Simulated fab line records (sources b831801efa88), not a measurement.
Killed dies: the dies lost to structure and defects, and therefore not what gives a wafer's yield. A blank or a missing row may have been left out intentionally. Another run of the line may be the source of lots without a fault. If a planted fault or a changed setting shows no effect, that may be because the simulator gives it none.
fab line records -- flow sky130
record: lots: 7, wafers: 21, lastDay: 49
route steps=708 shown RES_XHIGH@336 SD_N@342 PAD_OPEN@708
lots that met no fault: taken from a fault-free run of the same line
startH: start of the lot's first displayed wafer, in hours after the record's first day -- waitH: how many hours have passed since the lot's step before this one -- " repeats the value in the row above -- L1.1+2: a single row standing in for several wafers -- - no value present, or no start provided -- * or withheld: withheld -- < > ~ a bound
route shown NAME@n: NAME is a module with steps in the file, n the number in the route of the first one -- usual: average and standard deviation across the fault-free wafers -- same: alike in all rows -- chamber/n: place in a boat -- sites: per-site readings -- _std_site: standard deviation across them -- _edge_site: inner sites' mean taken away from outer sites' mean -- radiusMm: for every site, how far away it sits from the centre of the wafer -- mask NAME#n: copy n -- behind: tool/chamber where the wafer was last shaped -- hold: the reason the lot was held/the length of the hold in hours/how it ended -- device: names the non-switching transistor (n, p or np) -- end of line: at the end of the route, the tests of the same wafers -- a step without rows: its recipe alone -- killed: the dies lost at the first sort to structure and to defects; this is not the yield of the wafer -- map: dies across one wafer; x = killed, . = not, _ = none there
set.NAME: the run value of the setting; set.NAME@STEP: its run value at that earlier step -- model.NAME: the simulator's own value behind a step, which no gauge read
lots seen at some steps along the route; tables by step, rows by wafer
services: when a tool's chamber went out of use (startH, in hours from the record's first day, below 0 if earlier), for how many hours, and the reason
== steps ==
step: SKY_RES_XHIGH_EXPOSE_04
recipe: maskId: URPM, na: 0.6, sourceShape: conventional, sigmaOuter: 0.6, polarization: unpolarized, targetCdNm: 1270, doseMj: 140
step: SKY_RES_XHIGH_PEB_05
recipe: tempC: withheld, timeS: *, resist: NOVOLAK
step: SKY_RES_XHIGH_DEVELOP_06
recipe: resist: NOVOLAK, developer: TMAH, developTimeS: 60, devTempC: 23
step: SKY_RES_XHIGH_IMPLANT_07
recipe: species: BF2, energyKev: 20, doseCm2: 3.6e+14, tiltDeg: 0
step: SKY_RES_XHIGH_STRIP_08
recipe: chemistry: O2/N2, powerW: 1400, pressureMtorr: 1500, platenTempC: withheld, o2FlowSccm: 3000, n2FlowSccm: 300, overashFraction: 0.5
usual: drypumpMotorCurrentA: 5.4/0.41, oesProductAu: 0.711/0.0044, stripTimeToEndpointS: 14.28/0.036
lot.wafer,tool,chamber,startH,waitH,drypumpMotorCurrentA,oesProductAu,rfHoursCounterH,stripTimeToEndpointS
L427.4,plasmaAsher-04,1,613.59,0.1,4.7,0.714,-,14.25
L427.5,plasmaAsher-04,1,613.59,0.1,4.7,0.715,-,14.24
L427.6,plasmaAsher-04,0,613.59,0.1,5.2,0.706,-,14.24
L430.3,plasmaAsher-01,1,643.64,0.1,6.0,0.714,-,14.29
L430.4,plasmaAsher-01,0,643.64,0.1,5.4,0.711,-,14.28
L430.6,plasmaAsher-01,0,643.64,0.1,5.5,0.710,-,14.30
L434.2,plasmaAsher-01,1,698.71,0.1,6.0,0.706,97,14.33
L434.3,plasmaAsher-01,0,698.71,0.1,5.4,0.722,-,14.30
L434.5,plasmaAsher-01,1,698.71,0.1,6.0,0.712,-,14.25
L442.2,plasmaAsher-01,0,746.81,0.1,5.4,0.711,0,14.33
L442.4,plasmaAsher-01,1,746.81,0.1,6.0,0.716,-,14.33
L442.6,plasmaAsher-01,0,746.81,0.1,5.5,0.712,-,14.30
L444.1,plasmaAsher-04,0,770.76,0.1,5.2,0.715,65,14.27
L444.4,plasmaAsher-04,0,770.76,0.1,5.2,0.711,-,14.27
L444.5,plasmaAsher-04,1,770.76,0.1,4.7,0.719,-,14.24
L445.2,plasmaAsher-04,1,772.36,0.1,4.7,0.711,65,14.35
L445.5,plasmaAsher-04,0,772.36,0.1,5.2,0.710,-,14.31
L445.6,plasmaAsher-04,1,772.36,0.1,4.7,0.708,-,14.33
L447.1,plasmaAsher-02,1,780.71,0.1,5.7,0.710,35,14.23
L447.3,plasmaAsher-02,1,780.71,0.1,5.7,0.717,-,14.27
L447.6,plasmaAsher-02,0,780.71,0.1,5.4,0.711,-,14.28
step: SKY_RES_XHIGH_TW_MEAS_09
usual: RES_XHIGH_TW: 1650/15
lot.wafer,tool,chamber,startH,waitH,RES_XHIGH_TW
L427.4,filmMetro-03,-,613.69,0.1,1668
L427.5,filmMetro-03,-,613.69,0.1,1656
L427.6,filmMetro-03,-,613.69,0.1,1658
L430.3,filmMetro-01,-,643.73,0.1,1634
L430.4,filmMetro-01,-,643.73,0.1,1636
L430.6,filmMetro-01,-,643.73,0.1,1629
L434.2,filmMetro-01,-,698.82,0.1,1630
L434.3,filmMetro-01,-,698.82,0.1,1620
L434.5,filmMetro-01,-,698.82,0.1,1625
L442.2,filmMetro-02,-,746.92,0.1,1654
L442.4,filmMetro-02,-,746.92,0.1,1646
L442.6,filmMetro-02,-,746.92,0.1,1651
L444.1,filmMetro-03,-,770.86,0.1,1671
L444.4,filmMetro-03,-,770.86,0.1,1662
L444.5,filmMetro-03,-,770.86,0.1,1662
L445.2,filmMetro-03,-,772.47,0.1,1672
L445.5,filmMetro-03,-,772.47,0.1,1663
L445.6,filmMetro-03,-,772.47,0.1,1675
L447.1,filmMetro-02,-,780.81,0.1,1646
L447.3,filmMetro-02,-,780.81,0.1,1648
L447.6,filmMetro-02,-,780.81,0.1,1654
step: SKY_SD_N_DEHYDRATE_00
recipe: tempC: 200, timeS: 60
step: SKY_SD_N_HMDS_01
recipe: primeTimeS: 60, primeTempC: 120
step: SKY_SD_N_COAT_02
recipe: resist: NOVOLAK, spinRpm: 3000, resistThkNm: 1140
step: SKY_SD_N_SOFTBAKE_03
recipe: tempC: 90, timeS: 60, resist: NOVOLAK
step: SKY_SD_N_EXPOSE_04
recipe: maskId: NSDM, na: 0.6, sourceShape: conventional, sigmaOuter: 0.6, polarization: unpolarized, targetCdNm: 380, doseMj: 141
step: SKY_SD_N_PEB_05
recipe: tempC: withheld, timeS: *, resist: NOVOLAK
step: SKY_SD_N_DEVELOP_06
recipe: resist: NOVOLAK, developer: TMAH, developTimeS: 60, devTempC: 23
usual: developerTempC: 23.02/0.11
lot.wafer,tool,chamber,startH,waitH,developerTempC
L427.4,lithoTrack-01,0,641.68,0.1,23.01
L427.5,lithoTrack-01,0,641.68,0.1,22.72
L427.6,lithoTrack-01,0,641.68,0.1,23.11
L430.3,lithoTrack-01,0,672.61,0.1,23.13
L430.4,lithoTrack-01,0,672.61,0.1,23.25
L430.6,lithoTrack-01,0,672.61,0.1,23.02
L434.2,lithoTrack-02,0,726.18,0.1,23.05
L434.3,lithoTrack-02,0,726.18,0.1,22.97
L434.5,lithoTrack-02,0,726.18,0.1,23.16
L442.2,lithoTrack-02,0,774.33,0.1,22.07
L442.4,lithoTrack-02,0,774.33,0.1,22.04
L442.6,lithoTrack-02,0,774.33,0.1,22.09
L444.1,lithoTrack-02,0,797.55,0.1,22.09
L444.4,lithoTrack-02,0,797.55,0.1,22.07
L444.5,lithoTrack-02,0,797.55,0.1,22.24
L445.2,lithoTrack-02,0,798.78,0.1,22.21
L445.5,lithoTrack-02,0,798.78,0.1,22.29
L445.6,lithoTrack-02,0,798.78,0.1,22.16
L447.1,lithoTrack-01,0,807.71,0.1,22.91
L447.3,lithoTrack-01,0,807.71,0.1,22.95
L447.6,lithoTrack-01,0,807.71,0.1,22.92
step: SKY_SD_N_CD_MEAS_07
recipe: targetCdNm: 380
usual: cdNm: 380.7/2.8
lot.wafer,tool,chamber,startH,waitH,cdNm
L427.4,cdSem-02,-,641.82,0.1,386.9
L427.5,cdSem-02,-,641.82,0.1,385.9
L427.6,cdSem-02,-,641.82,0.1,387.9
L430.3,cdSem-02,-,672.75,0.1,380.1
L430.4,cdSem-02,-,672.75,0.1,382.2
L430.6,cdSem-02,-,672.75,0.1,382.5
L434.2,cdSem-02,-,726.35,0.1,377.1
L434.3,cdSem-02,-,726.35,0.1,377.6
L434.5,cdSem-02,-,726.35,0.1,378.0
L442.2,cdSem-02,-,774.47,0.1,382.7
L442.4,cdSem-02,-,774.47,0.1,381.4
L442.6,cdSem-02,-,774.47,0.1,380.8
L444.1,cdSem-01,-,797.70,0.1,384.1
L444.4,cdSem-01,-,797.70,0.1,386.6
L444.5,cdSem-01,-,797.70,0.1,383.7
L445.2,cdSem-01,-,798.92,0.1,385.8
L445.5,cdSem-01,-,798.92,0.1,381.1
L445.6,cdSem-01,-,798.92,0.1,381.3
L447.1,cdSem-02,-,807.86,0.1,383.1
L447.3,cdSem-02,-,807.86,0.1,381.9
L447.6,cdSem-02,-,807.86,0.1,382.5
step: SKY_PAD_OPEN_PROBE_99
usual: killed_at_M0_to_M3: 42/6.6, killed_at_M4_up: 3.0/1.8, killedAtContacts: 25/5.1, killedAtFrontEnd: 15/4.4, killedAtOther: 0.3/0.56, killedDies: 86/8.6, killedOpen: 47/6.9, killedShort: 38/6
same: grossDies: 492, killedAtBackSide: 0
lot.wafer,tool,chamber,startH,waitH,killed_at_M0_to_M3,killed_at_M4_up,killedAtContacts,killedAtFrontEnd,killedAtOther,killedDies,killedOpen,killedShort
L430.3,prober-01,-,1097.67,0.2,46,2,27,13,1,89,52,37
L430.4,prober-01,-,1097.72,0.2,57,2,21,15,0,95,57,37
L430.6,prober-01,-,1097.82,0.2,41,3,18,17,0,79,46,33
L442.2,prober-01,-,1166.04,0.1,35,0,30,16,0,81,42,39
L442.4,prober-01,-,1166.14,0.2,48,3,31,9,0,91,47,44
L442.6,prober-01,-,1166.24,0.2,40,2,33,14,0,89,49,39
L447.1,prober-02,-,1187.59,0.1,31,4,29,13,0,77,43,34
L447.3,prober-02,-,1187.69,0.2,36,1,38,14,0,89,54,35
L447.6,prober-02,-,1187.84,0.2,40,2,29,16,0,87,55,32
killed by level:class
L430.3 CONTACT:geometricParticle:open=10 VIA3:geometricParticle:open=10 VIA2:geometricParticle:open=8 VIA1:geometricParticle:open=7 LI_CONTACT:geometricParticle:open=6 VIA1:geometricParticle:short=5 METAL3:geometricParticle:short=5 LOCAL_INTERCONNECT:geometricParticle:short=4
L430.4 VIA2:geometricParticle:open=14 VIA1:geometricParticle:open=11 VIA3:geometricParticle:open=9 CONTACT:geometricParticle:open=7 POLY_GATE:geometricParticle:open=6 LOCAL_INTERCONNECT:geometricParticle:short=5 METAL2:geometricParticle:short=5 METAL3:geometricParticle:short=5
L430.6 LI_CONTACT:geometricParticle:open=11 VIA1:geometricParticle:open=9 POLY_GATE:geometricParticle:open=6 VIA1:geometricParticle:short=6 VIA2:geometricParticle:open=6 VIA3:geometricParticle:short=6 FIELD_ISO:geometricParticle:open=5 METAL3:geometricParticle:short=4
L442.2 VIA1:geometricParticle:open=11 CONTACT:geometricParticle:short=8 CONTACT:geometricParticle:open=7 LI_CONTACT:geometricParticle:open=6 LOCAL_INTERCONNECT:geometricParticle:short=6 POLY_GATE:geometricParticle:open=5 METAL1:geometricParticle:short=5 VIA2:geometricParticle:open=5
L442.4 CONTACT:geometricParticle:open=16 VIA1:geometricParticle:open=15 VIA1:geometricParticle:short=12 VIA3:geometricParticle:open=6 LI_CONTACT:geometricParticle:short=5 METAL2:geometricParticle:short=5 LI_CONTACT:geometricParticle:open=4 FIELD_ISO:geometricParticle:open=3
L442.6 VIA1:geometricParticle:open=13 CONTACT:geometricParticle:open=11 VIA3:geometricParticle:open=8 VIA1:geometricParticle:short=7 LI_CONTACT:geometricParticle:open=6 LI_CONTACT:geometricParticle:short=6 CONTACT:geometricParticle:short=6 POLY_GATE:geometricParticle:short=5
L447.1 CONTACT:geometricParticle:open=12 VIA1:geometricParticle:open=8 LI_CONTACT:geometricParticle:open=7 VIA1:geometricParticle:short=6 LOCAL_INTERCONNECT:geometricParticle:short=5 FIELD_ISO:geometricParticle:open=4 VIA2:geometricParticle:short=4 FIELD_ISO:geometricParticle:short=3
L447.3 CONTACT:geometricParticle:open=15 LI_CONTACT:geometricParticle:open=11 VIA1:geometricParticle:open=9 METAL1:geometricParticle:short=8 VIA2:geometricParticle:open=7 LOCAL_INTERCONNECT:geometricParticle:short=6 POLY_GATE:geometricParticle:open=4 LI_CONTACT:geometricParticle:short=4
L447.6 CONTACT:geometricParticle:open=11 VIA3:geometricParticle:open=9 VIA1:geometricParticle:open=7 FIELD_ISO:geometricParticle:open=6 LI_CONTACT:geometricParticle:open=6 VIA1:geometricParticle:short=5 POLY_GATE:geometricParticle:open=4 CONTACT:geometricParticle:short=4
== services ==
tool,chamber,startH,hours,kind
plasmaAsher-04,-,660.52,18.9,pm
plasmaAsher-01,-,733.75,9.0,pm
plasmaAsher-01,0,733.75,9.0,ventCycle
plasmaAsher-01,1,733.75,9.0,ventCycle
plasmaAsher-01,0,742.75,-,clean
plasmaAsher-01,1,742.75,-,clean
plasmaAsher-01,-,765.42,0.5,repair
== key ==
firstSign: step: SKY_SD_N_DEVELOP_06, reading: developerTempC, direction: down, sigmas: 8.3, usual: *, struck: *
effect none on later readings
metAt SKY_SD_N_DEVELOP_06
struckWafers L442.2,L442.4,L442.6,L444.1,L444.4,L444.5,L445.2,L445.5,L445.6
testerLeftOut L442,L444,L445
loopTrim: step: SKY_SD_N_EXPOSE_04, setting: dose, lots: L445
onsetBetween 726.18 774.33
fault: kind: processParameterDrift, tool: lithoTrack-02, chamber: -, onsetH: 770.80, steps: SKY_SD_N_DEVELOP_06, channel: devTempC, offset: *, shape: step, endH: 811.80, actsIn: *, stated: *
testerLeftOut: of these lots the tester's yield and bins aren't shown, on N5 and GAA mostly nor the transistor test; their killed dies are dies lost to structure and defects alone, not to doping, threshold or leakage, so they don't give the yield
loopTrim: a control loop set the setting to another value than it would have without faults
